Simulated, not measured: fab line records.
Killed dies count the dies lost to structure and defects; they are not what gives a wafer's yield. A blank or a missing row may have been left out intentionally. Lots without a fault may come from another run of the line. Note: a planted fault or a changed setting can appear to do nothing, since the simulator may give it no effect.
Problem report, 8D (eight disciplines) form, completed by code ; flow sky130 ; the parts of the form that need people (team, actions taken, sign-off) are left out

1. WHAT IS WRONG
Mean of killed_at_M4_up at SKY_PAD_OPEN_PROBE_99: 45.0 across 6 wafers in 2 lots; on wafers with no fault it is 3.1 (standard deviation 2). That is +21 standard deviations from the usual mean.
The first sign was on wafer L168.1 at day 49 10:02, on prober-02. At this step, 39 wafers from 13 lots have a number in the record. Rule for "out", or "out of limits": more than 4 standard deviations from the usual mean. The other wafers with a number count as sound.

2. WHAT IT IS; WHAT IT IS NOT
question;is;is not
which readings at this step;killed_at_M4_up;killed_at_M0_to_M3, killed at front end, killed short
which lots;L168, L169;L152, L153, L154, L158, L159, L160, L161, L162, L163, L165, L173
which wafers of those lots;all that have a number;-
read on which tools;prober-01, prober-02;-
when;from day 49 10:02;"up to then (30 sound wafers); but 3 sound wafers of L173 came after"

3. SUSPECTS, AND WHAT RULES EACH OUT
Counting: any tool at a process step up to the reading is kept as a suspect provided that every lot that is out went through it and no sound lot did after the first of them.
- pvd sputter-04 at SKY_METAL4_SPUTTER_04 (material TiN, target thk 70 nm, time 58.3 s): kept. Every lot that is out went through it, starting with L168 (day 44 03:03), and after that it ran no sound lot; the last sound lot it ran before then is L163 (day 43 00:30).
- pecvd-02 at SKY_PASSIVATION_CVD_00 (deposits SiO2, target thk 90 nm): ruled out as a lasting fault. Following L168 (day 47 19:56), the first lot on it that is out, the sound lots L173 were run on it.
The count leaves pvd sputter-04 at SKY_METAL4_SPUTTER_04.

4. THE CAUSE (what the simulator had put in)
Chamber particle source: pvd sputter-04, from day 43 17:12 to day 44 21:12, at SKY_METAL4_SPUTTER_04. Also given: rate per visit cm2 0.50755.
The count eliminated every tool but this one.

5. THE EFFECT CHAIN, in route order
Each row: a reading whose mean over the struck wafers that have a number lies more than 3 standard deviations from the usual. Only readings for which the record gives a usual standard deviation are gone through. hours: the time from each lot's start at the first step in this table that gives one to its start at this step, as a median over the lots. sigmas: the change in usual standard deviations.
hours;step;reading;usual;on struck wafers;change;sigmas
0;SKY_PAD_OPEN_PROBE_99;defect limited yield;82.6 %;74.0;-8.5;-4.5
0;SKY_PAD_OPEN_PROBE_99;killed_at_M4_up;3.1;45.0;+41.9;+21
0;SKY_PAD_OPEN_PROBE_99;killed dies;86;128;+42;+4.4
0;SKY_PAD_OPEN_PROBE_99;sort_bin_5_function;10.2 %;16.1;+5.9;+4.3
0;SKY_PAD_OPEN_PROBE_99;sort n pass;406;364;-42;-4.4
0;SKY_PAD_OPEN_PROBE_99;sort yield pct;82.6 %;74.0;-8.5;-4.5
Process steps it contains:
- SKY_PAD_OPEN_PROBE_99

6. HOW IT WOULD HAVE BEEN CAUGHT EARLIER
137 hours passed between the start of the fault at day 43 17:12 and the first reading out of limits in this record, taken at day 49 10:02.
Tool readings at SKY_METAL4_SPUTTER_04 with a usual standard deviation given in the record: none out on any struck wafer, hence no alarm at a limit of 4 standard deviations on them.
The start of SKY_METAL4_SPUTTER_04 on pvd sputter-04 came by day 49 10:02 for every one of the lots that are out (2). Holding the tool at that point would not have protected any of them.
